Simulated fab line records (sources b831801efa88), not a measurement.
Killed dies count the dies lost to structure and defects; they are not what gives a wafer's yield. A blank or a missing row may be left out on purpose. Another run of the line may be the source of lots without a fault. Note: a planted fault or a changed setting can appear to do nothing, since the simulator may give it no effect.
A struck lot beside a sound one ; flow sky130 ; 16 out of 708 route steps
Sound: wafers L911.2, L911.5, L911.6. Struck: wafers L916.2, L916.3 (left out: L916.1, a lot-mate that was not struck); the cause follows at the end.
Order at every step that has rows: each side's tool, ch and its chambers, its first start. Under that, the readings that differ: sound wafers ; struck wafers ; difference of the means ; sigmas: that difference in standard deviations of wafers without a fault.
alike: a reading whose means differ by less than 2 such deviations, as well as words and numbers matching on both sides. not compared: withheld readings; readings where some wafer has no value; bounds like >300 that might hide an equal value; numbers whose values overlap and for which the record gives no deviation.
The two part at a step that has a row with sigmas, a row that says differs or no value, or rows on one side only. Numbers that have no deviation but don't overlap get no sigmas and don't part them. Lack of a reading on every wafer of one side parts them only where that side has two or more wafers.

SKY_METAL5_SPUTTER_03: material Ti, target thk 5 nm, time 3.3 s.
  sound on pvd-sputter-04, day 44 13:33; struck on pvd-sputter-04, day 46 16:39
  alike: chamber-pressure-pa, throttle-valve-pct
SKY_METAL5_SPUTTER_04: material TiN, target thk 70 nm, time 58.3 s.
  sound on pvd-sputter-04, day 44 13:34; struck on pvd-sputter-04, day 46 16:40
  alike: chamber-pressure-pa, throttle-valve-pct
SKY_METAL5_RS_MEAS_05: a four-point-probe measurement.
  sound on film-metro-02, day 44 13:38; struck on film-metro-01, day 46 16:43
  alike: METAL5_ALCU_RS
SKY_METAL5_THK_MEAS_06: measures by xrf.
  sound on film-metro-02, day 44 13:45; struck on film-metro-01, day 46 16:50
  alike: METAL5_ALCU_THK
then, 7 steps without rows for these wafers: SKY_METAL5_DEHYDRATE_07 (time 60 s); SKY_METAL5_HMDS_08 (prime time 60 s); SKY_METAL5_COAT_09 (resist thk 1800 nm); SKY_METAL5_SOFTBAKE_10 (time 60 s); SKY_METAL5_EXPOSE_11 (exposes mask MM5, target cd 1600 nm); SKY_METAL5_PEB_12; SKY_METAL5_DEVELOP_13 (develop time 60 s).
SKY_METAL5_DESCUM_14: chemistry O2, time 11 s.
  sound on rie-metal-03 ch 0,1, day 45 19:21; struck on rie-metal-03 ch 1, day 47 12:24
  alike: chamber-pressure-mTorr, drypump-motor-current-A, he-backside-leak-sccm, oes-product-au
  not compared: rf-hours-counter-h
SKY_METAL5_METAL_ETCH_15: etches the open film in Cl2/BCl3, stops on SiO2, target depth 1260 nm, time 252 s.
  sound on rie-metal-03 ch 0,1, day 45 19:23; struck on rie-metal-03 ch 1, day 47 12:26
reading;sound;struck;difference;sigmas
bias-w (W);48.41 48.43 48.75;60.04 59.82;+11.40;+76
model.NOVOLAK_of_METAL5_COAT_09.thk-nm (nm);1027 1030 1027;957.2 954.8;-72.0;
model.SiO2_of_VIA4_HDPCVD_00.thk-nm (nm);549.9 550.8 550.2;545.9 546.3;-4.2;
  alike: chamber-pressure-mTorr, drypump-motor-current-A, he-backside-leak-sccm, oes-product-au, throttle-valve-pct
  not compared: rf-hours-counter-h
SKY_METAL5_STRIP_16: strips in O2/N2.
  sound on plasma-asher-03 ch 0,1, day 45 19:37; struck on plasma-asher-02 ch 0, day 47 12:40
reading;sound;struck;difference;sigmas
strip-time-to-endpoint-s (s);12.95 13.00 12.99;12.22 12.20;-0.77;-7
  alike: chamber-pressure-mTorr, drypump-motor-current-A, oes-product-au
  not compared: rf-hours-counter-h
then, 1 step without rows for these wafers: SKY_METAL5_STRIP_17 (strips in post etch residue remover, time 1200 s).
SKY_PAD_OPEN_PROBE_99:
  sound on prober-02, day 47 15:02; struck on prober-02, day 49 06:40
  alike: defect-limited-yield, killed_at_M0_to_M3, killed_at_M4_up, killed-at-contacts, killed-at-front-end, killed-at-other, killed-dies, killed-on-rim, killed-open, killed-short, sort_bin_3_pad_short, sort_bin_5_function, sort_bin_6_memory, sort-n-pass, sort-yield-pct

== WHERE THEY PART ==
First at SKY_METAL5_METAL_ETCH_15; last, within this record, at SKY_METAL5_STRIP_16. Later steps at which nothing parts them and some readings are alike: SKY_PAD_OPEN_PROBE_99.

WHY: whatever the simulator had introduced
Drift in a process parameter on rie-metal-03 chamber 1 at SKY_METAL5_METAL_ETCH_15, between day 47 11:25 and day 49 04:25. From 48.5, the setting bias-w moved by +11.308. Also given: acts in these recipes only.
